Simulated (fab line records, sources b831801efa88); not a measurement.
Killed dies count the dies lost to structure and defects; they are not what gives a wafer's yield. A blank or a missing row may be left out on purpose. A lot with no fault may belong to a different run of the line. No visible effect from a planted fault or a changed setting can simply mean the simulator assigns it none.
Which of the tools did it? / flow sky130 / 36 wafers from 12 lots sampled at 3 of the route's 708 steps

WHAT THE GAUGES SHOWED, per wafer
SKY_VT_ADJUST_PCH_TW_MEAS_10. Usual: VT_ADJUST_PCH_TW 141.7, standard deviation 0.79.
lot=L536; measured=day 11 04:04; on=film_metro-01; VT_ADJUST_PCH_TW=142.7 142.3 141.5; flag=
lot=L538; measured=day 11 14:43; on=film_metro-01; VT_ADJUST_PCH_TW=142.4 142.6 142.2; flag=
lot=L540; measured=day 12 03:48; on=film_metro-04; VT_ADJUST_PCH_TW=140.8 140.5 141.0; flag=
lot=L542; measured=day 13 01:56; on=film_metro-01; VT_ADJUST_PCH_TW=142.3 143.1 143.3; flag=
lot=L543; measured=day 13 06:27; on=film_metro-04; VT_ADJUST_PCH_TW=140.8 140.8 139.9; flag=
lot=L546; measured=day 14 06:34; on=film_metro-04; VT_ADJUST_PCH_TW=140.8 140.7 141.3; flag=
lot=L547; measured=day 14 12:31; on=film_metro-01; VT_ADJUST_PCH_TW=143.1 142.5 142.2; flag=
lot=L553; measured=day 16 09:31; on=film_metro-01; VT_ADJUST_PCH_TW=142.0 142.4 141.9; flag=
lot=L554; measured=day 16 18:40; on=film_metro-04; VT_ADJUST_PCH_TW=141.3 142.0 141.1; flag=
lot=L555; measured=day 17 00:00; on=film_metro-02; VT_ADJUST_PCH_TW=141.3 141.6 140.8; flag=
lot=L556; measured=day 17 10:46; on=film_metro-01; VT_ADJUST_PCH_TW=141.9 142.6 141.7; flag=
lot=L557; measured=day 17 19:24; on=film_metro-04; VT_ADJUST_PCH_TW=141.3 142.2 142.0; flag=

SKY_SONOS_ONO_CD_MEAS_13 targets a cd of 410 nm. Usual: 409.3 nm for cd_nm, sd 1.8.
lot=L536; measured=day 13 11:32; on=cd_sem-01; cd_nm (nm)=411.4 410.0 409.7; flag=
lot=L538; measured=day 13 21:47; on=cd_sem-01; cd_nm (nm)=409.6 410.3 409.8; flag=
lot=L540; measured=day 14 10:55; on=cd_sem-01; cd_nm (nm)=409.6 407.1 409.0; flag=
lot=L542; measured=day 15 13:53; on=cd_sem-02; cd_nm (nm)=411.1 411.5 412.7; flag=
lot=L543; measured=day 15 19:40; on=cd_sem-02; cd_nm (nm)=409.6 408.5 408.4; flag=
lot=L546; measured=day 16 15:44; on=cd_sem-02; cd_nm (nm)=409.5 408.5 408.4; flag=
lot=L547; measured=day 17 01:41; on=cd_sem-02; cd_nm (nm)=410.9 412.6 414.1; flag=
lot=L553; measured=day 19 02:44; on=cd_sem-02; cd_nm (nm)=409.4 410.1 410.0; flag=
lot=L554; measured=day 19 11:38; on=cd_sem-01; cd_nm (nm)=410.3 410.3 411.9; flag=
lot=L555; measured=day 19 18:01; on=cd_sem-02; cd_nm (nm)=408.4 410.2 410.7; flag=
lot=L556; measured=day 20 03:50; on=cd_sem-01; cd_nm (nm)=411.4 409.9 410.6; flag=
lot=L557; measured=day 20 14:10; on=cd_sem-01; cd_nm (nm)=405.6 406.4 407.7; flag=

SKY_GATE_OXIDE_TW_MEAS_14. Usual: GATE_OXIDE_TW 220.7, standard deviation 1.8.
lot=L536; measured=day 14 14:40; on=film_metro-04; GATE_OXIDE_TW=220.4 220.3 220.9; flag=
lot=L538; measured=day 15 03:13; on=film_metro-03; GATE_OXIDE_TW=217.1 217.8 218.9; flag=
lot=L540; measured=day 15 17:19; on=film_metro-03; GATE_OXIDE_TW=218.5 217.6 218.7; flag=
lot=L542; measured=day 16 22:21; on=film_metro-04; GATE_OXIDE_TW=220.3 221.3 220.4; flag=
lot=L543; measured=day 17 02:04; on=film_metro-02; GATE_OXIDE_TW=221.7 221.4 222.0; flag=
lot=L546; measured=day 18 00:29; on=film_metro-02; GATE_OXIDE_TW=223.1 222.6 223.3; flag=
lot=L547; measured=day 18 11:31; on=film_metro-02; GATE_OXIDE_TW=222.8 222.7 223.6; flag=
lot=L553; measured=day 20 13:28; on=film_metro-04; GATE_OXIDE_TW=222.0 222.3 222.5; flag=
lot=L554; measured=day 20 21:28; on=film_metro-03; GATE_OXIDE_TW=218.5 217.9 218.4; flag=
lot=L555; measured=day 21 03:07; on=film_metro-04; GATE_OXIDE_TW=220.9 220.7 220.4; flag=
lot=L556; measured=day 21 13:07; on=film_metro-04; GATE_OXIDE_TW=220.9 221.2 220.3; flag=
lot=L557; measured=day 22 00:25; on=film_metro-03; GATE_OXIDE_TW=218.9 219.4 218.2; flag=

WHICH TOOL RAN EACH LOT (tool, then ch and the chambers of the sampled wafers, then the start)
Before these readings, the record contains no process step.

WHAT THE TOOLS THEMSELVES READ (means of the sampled wafers that have a number; where no wafer has one, the mark that the record gives instead)
The record holds no such reading with a usual standard deviation.

THE ANSWER, worked out from the rows above alone
Rule: a lot is off if the mean of its wafers that have a number lies more than 3 standard deviations from the usual mean. Also off: a lot with no number at a reading for which 4 or more lots have one. All remaining lots with rows at the step are treated as sound. After the gauges, taken in route order, come the tools' own readings; for these a lot's mean is taken, as printed above. The first step at which some lot is off is used, and at that step the reading that is off furthest; a lot without a number counts as furthest.
Across all readings shown, no lot is off: no conclusion can be drawn from this.

WHAT THE SIMULATOR HAD PUT IN
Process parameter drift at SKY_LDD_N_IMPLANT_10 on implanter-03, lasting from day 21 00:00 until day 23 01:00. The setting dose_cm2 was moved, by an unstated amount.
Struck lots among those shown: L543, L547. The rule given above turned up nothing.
